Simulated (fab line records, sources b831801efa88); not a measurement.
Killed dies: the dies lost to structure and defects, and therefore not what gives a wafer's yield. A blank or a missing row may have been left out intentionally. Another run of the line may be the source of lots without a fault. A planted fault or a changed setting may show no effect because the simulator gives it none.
Split-lot experiment / flow sky130 / 5 lots, 23 wafers read, on a route of 708 steps

== ON THE SPLIT ==
At SKY_CONTACT_COAT_09 (resist thk 450 nm), the setting resist thk nm was moved away from the recipe's 450 nm on 4 of the 23 wafers read, by -5.7% to -4.3%. This setting was run at the recipe's value on the other wafers.

== FROM THE SPLIT TO THE READING: what the file shows between them, 3 steps ==
- SKY_CONTACT_SOFTBAKE_10: time 90 s
- SKY_CONTACT_EXPOSE_11: exposes mask CTM1, target cd 170 nm
- SKY_CONTACT_ETCH_16: etches BARC in N2/H2, stops on SiO2, time 45.9 s, target depth 60 nm

== THE READING ==
KrF-thick_of_CONTACT_COAT_09.thk nm (the simulator's own value, which no gauge read), in nm, at SKY_CONTACT_ETCH_17 (etches SiO2 in C4F8/O2/Ar, stops on Si3N4, target depth 340 nm). The file does not state a usual value for it. The 19 wafers here that ran the recipe average 328.4 nm, standard deviation 2.5 nm.

wafer=L077.2; tool, chamber at the split=litho track-01, 0; resist thk nm as run, nm=450; against the recipe=recipe; KrF-thick_of_CONTACT_COAT_09.thk nm, nm=331.4; against lot-mates on the recipe=-
wafer=L077.3; tool, chamber at the split=litho track-01, 0; resist thk nm as run, nm=450; against the recipe=recipe; KrF-thick_of_CONTACT_COAT_09.thk nm, nm=329.8; against lot-mates on the recipe=-
wafer=L077.5; tool, chamber at the split=litho track-01, 0; resist thk nm as run, nm=450; against the recipe=recipe; KrF-thick_of_CONTACT_COAT_09.thk nm, nm=330.1; against lot-mates on the recipe=-
wafer=L080.1; tool, chamber at the split=litho track-02, 0; resist thk nm as run, nm=450; against the recipe=recipe; KrF-thick_of_CONTACT_COAT_09.thk nm, nm=331.7; against lot-mates on the recipe=-
wafer=L080.2; tool, chamber at the split=litho track-02, 0; resist thk nm as run, nm=450; against the recipe=recipe; KrF-thick_of_CONTACT_COAT_09.thk nm, nm=330.2; against lot-mates on the recipe=-
wafer=L080.3; tool, chamber at the split=litho track-02, 0; resist thk nm as run, nm=450; against the recipe=recipe; KrF-thick_of_CONTACT_COAT_09.thk nm, nm=331.9; against lot-mates on the recipe=-
wafer=L080.5; tool, chamber at the split=litho track-02, 0; resist thk nm as run, nm=450; against the recipe=recipe; KrF-thick_of_CONTACT_COAT_09.thk nm, nm=332.4; against lot-mates on the recipe=-
wafer=L080.6; tool, chamber at the split=litho track-02, 0; resist thk nm as run, nm=450; against the recipe=recipe; KrF-thick_of_CONTACT_COAT_09.thk nm, nm=330.8; against lot-mates on the recipe=-
wafer=L081.1; tool, chamber at the split=litho track-04, 0; resist thk nm as run, nm=430.8; against the recipe=-4.3%; KrF-thick_of_CONTACT_COAT_09.thk nm, nm=309.7; against lot-mates on the recipe=-15.5
wafer=L081.2; tool, chamber at the split=litho track-04, 0; resist thk nm as run, nm=450; against the recipe=recipe; KrF-thick_of_CONTACT_COAT_09.thk nm, nm=324.8; against lot-mates on the recipe=-
wafer=L081.3; tool, chamber at the split=litho track-04, 0; resist thk nm as run, nm=450; against the recipe=recipe; KrF-thick_of_CONTACT_COAT_09.thk nm, nm=325.1; against lot-mates on the recipe=-
wafer=L081.4; tool, chamber at the split=litho track-04, 0; resist thk nm as run, nm=430.8; against the recipe=-4.3%; KrF-thick_of_CONTACT_COAT_09.thk nm, nm=308.1; against lot-mates on the recipe=-17.1
wafer=L081.5; tool, chamber at the split=litho track-04, 0; resist thk nm as run, nm=450; against the recipe=recipe; KrF-thick_of_CONTACT_COAT_09.thk nm, nm=325.8; against lot-mates on the recipe=-
wafer=L082.2; tool, chamber at the split=litho track-04, 0; resist thk nm as run, nm=450; against the recipe=recipe; KrF-thick_of_CONTACT_COAT_09.thk nm, nm=327.3; against lot-mates on the recipe=-
wafer=L082.3; tool, chamber at the split=litho track-04, 0; resist thk nm as run, nm=450; against the recipe=recipe; KrF-thick_of_CONTACT_COAT_09.thk nm, nm=324.6; against lot-mates on the recipe=-
wafer=L082.4; tool, chamber at the split=litho track-04, 0; resist thk nm as run, nm=450; against the recipe=recipe; KrF-thick_of_CONTACT_COAT_09.thk nm, nm=327.4; against lot-mates on the recipe=-
wafer=L082.5; tool, chamber at the split=litho track-04, 0; resist thk nm as run, nm=424.3; against the recipe=-5.7%; KrF-thick_of_CONTACT_COAT_09.thk nm, nm=301.4; against lot-mates on the recipe=-25.0
wafer=L082.6; tool, chamber at the split=litho track-04, 0; resist thk nm as run, nm=424.3; against the recipe=-5.7%; KrF-thick_of_CONTACT_COAT_09.thk nm, nm=301.8; against lot-mates on the recipe=-24.6
wafer=L084.1; tool, chamber at the split=litho track-02, 0; resist thk nm as run, nm=450; against the recipe=recipe; KrF-thick_of_CONTACT_COAT_09.thk nm, nm=325.2; against lot-mates on the recipe=-
wafer=L084.2; tool, chamber at the split=litho track-02, 0; resist thk nm as run, nm=450; against the recipe=recipe; KrF-thick_of_CONTACT_COAT_09.thk nm, nm=327.7; against lot-mates on the recipe=-
wafer=L084.6; tool, chamber at the split=litho track-02, 0; resist thk nm as run, nm=450; against the recipe=recipe; KrF-thick_of_CONTACT_COAT_09.thk nm, nm=327.7; against lot-mates on the recipe=-
wafer=L084.4; tool, chamber at the split=litho track-02, 0; resist thk nm as run, nm=450; against the recipe=recipe; KrF-thick_of_CONTACT_COAT_09.thk nm, nm=327.4; against lot-mates on the recipe=-
wafer=L084.5; tool, chamber at the split=litho track-02, 0; resist thk nm as run, nm=450; against the recipe=recipe; KrF-thick_of_CONTACT_COAT_09.thk nm, nm=328.4; against lot-mates on the recipe=-

FIT RESULTS
A straight line over all 23 wafers: KrF-thick_of_CONTACT_COAT_09.thk nm changes by +4.65 nm for each +1% of resist thk nm; r = +0.97; the points scatter about the line by 2.4 nm.
The same after taking each lot's own level away (the mean of its wafers on the recipe; 23 wafers): +4.17 nm for each +1%; r = +0.99; scatter 1.1 nm.
According to that fit, moving resist thk nm by its largest amount changes the reading by 24 nm.
Across the lots, their own levels run from 325.23 to 331.40 nm, a range of 2.4 times the standard deviation given above.
Hence the slope depends on the lot-to-lot level, as the two fits are not the same.
Check: -23.2 nm against its lot-mates is what the line predicts for one of the wafers moved furthest among these (-5.7%) when that wafer is left out of the fit. Against them it came out at -25 nm.

== FURTHER SPLITS ON THESE WAFERS ==
Other splits were also applied to these wafers ahead of the reading. Each is held against what the fit with the lots' levels taken away leaves over:
other split on the same wafers=SKY_LI_CONTACT_EXPOSE_09 dose mj; wafers away from the commonest value=8; r with KrF-thick_of_CONTACT_COAT_09.thk nm (lot level and that fit taken away)=-0.01
other split on the same wafers=SKY_LI_CONTACT_SPUTTER_19 time s; wafers away from the commonest value=11; r with KrF-thick_of_CONTACT_COAT_09.thk nm (lot level and that fit taken away)=-0.15
other split on the same wafers=SKY_LI_CONTACT_SPUTTER_20 time s; wafers away from the commonest value=11; r with KrF-thick_of_CONTACT_COAT_09.thk nm (lot level and that fit taken away)=-0.05
other split on the same wafers=SKY_LOCAL_INTERCONNECT_COAT_06 spin rpm; wafers away from the commonest value=11; r with KrF-thick_of_CONTACT_COAT_09.thk nm (lot level and that fit taken away)=-0.06
other split on the same wafers=SKY_LOCAL_INTERCONNECT_METAL_ETCH_14 bias w; wafers away from the commonest value=8; r with KrF-thick_of_CONTACT_COAT_09.thk nm (lot level and that fit taken away)=-0.32
other split on the same wafers=SKY_CONTACT_HDPCVD_02 time s; wafers away from the commonest value=7; r with KrF-thick_of_CONTACT_COAT_09.thk nm (lot level and that fit taken away)=-0.31

== THE WHOLE CHAIN: every reading that the file lists as answering this split, in the file's order ==
step=SKY_CONTACT_COAT_09; what it does=resist thk 450 nm; reading=KrF-thick_of_CONTACT_COAT_09.thk nm (the simulator's own value, which no gauge read); change (the file's fit)=+4.39 nm for each +1% of the setting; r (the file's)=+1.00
step=SKY_CONTACT_ETCH_16; what it does=etches BARC in N2/H2, stops on SiO2, time 45.9 s, target depth 60 nm; reading=KrF-thick_of_CONTACT_COAT_09.thk nm (the simulator's own value, which no gauge read); change (the file's fit)=+4.29 nm for each +1% of the setting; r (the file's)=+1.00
step=SKY_CONTACT_ETCH_17; what it does=etches SiO2 in C4F8/O2/Ar, stops on Si3N4, target depth 340 nm; reading=KrF-thick_of_CONTACT_COAT_09.thk nm (the simulator's own value, which no gauge read); change (the file's fit)=+4.16 nm for each +1% of the setting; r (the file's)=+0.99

== FILE'S OWN FIT ==
KrF-thick_of_CONTACT_COAT_09.thk nm changes by +4.16 nm for each +1% of resist thk nm, r = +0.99.
